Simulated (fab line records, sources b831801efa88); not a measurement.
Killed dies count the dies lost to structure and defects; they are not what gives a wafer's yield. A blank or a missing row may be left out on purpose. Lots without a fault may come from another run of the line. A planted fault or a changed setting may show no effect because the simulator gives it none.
The tool behind it: which one? || flow gf180mcu || route of 602 steps, sampled at 1 step: 7 lots, 20 wafers

WHAT THE GAUGES SHOWED, per wafer
GF_STI_CD_MEAS_12: target cd 220 nm.
{"lot": "L694", "measured": "day 2 14:53", "on": "cd sem-02", "cd nm (nm)": "220.5 220.6 219.7"}
{"lot": "L699", "measured": "day 3 13:37", "on": "cd sem-01", "cd nm (nm)": "220.0 221.1"}
{"lot": "L706", "measured": "day 5 02:02", "on": "cd sem-02", "cd nm (nm)": "219.8 218.5 219.3"}
{"lot": "L708", "measured": "day 5 12:29", "on": "cd sem-01", "cd nm (nm)": "218.3 219.3 220.0"}
{"lot": "L711", "measured": "day 6 03:49", "on": "cd sem-01", "cd nm (nm)": "219.8 219.2 219.6"}
{"lot": "L713", "measured": "day 6 13:16", "on": "cd sem-02", "cd nm (nm)": "218.7 219.3 218.0"}
{"lot": "L715", "measured": "day 7 00:07", "on": "cd sem-02", "cd nm (nm)": "220.4 220.7 221.8"}

WHAT TOOL EACH LOT RAN ON (gives the tool, then ch and the chambers of the sampled wafers, and finally the start)
There is no process step in the record ahead of these readings.

THE ANSWER, worked out from the rows above alone
Rule: what is usual is taken from the lots themselves. Put in order of their means at a reading, lots are off if they are a third of the lots or fewer, leave a main group of 4 or more, and stand apart from it by a gap of 3 or more times the standard deviation of the main group's means; of several such gaps the widest counts. If all means in a main group match to the digits the tables above print for the reading, that group is not used. Also off: a lot with no number at a reading for which 4 or more lots have one. The other lots that the step has rows for count as sound.
Across all readings shown, no lot is off: no conclusion can be drawn from this.

WHAT THE SIMULATOR HAD PUT IN
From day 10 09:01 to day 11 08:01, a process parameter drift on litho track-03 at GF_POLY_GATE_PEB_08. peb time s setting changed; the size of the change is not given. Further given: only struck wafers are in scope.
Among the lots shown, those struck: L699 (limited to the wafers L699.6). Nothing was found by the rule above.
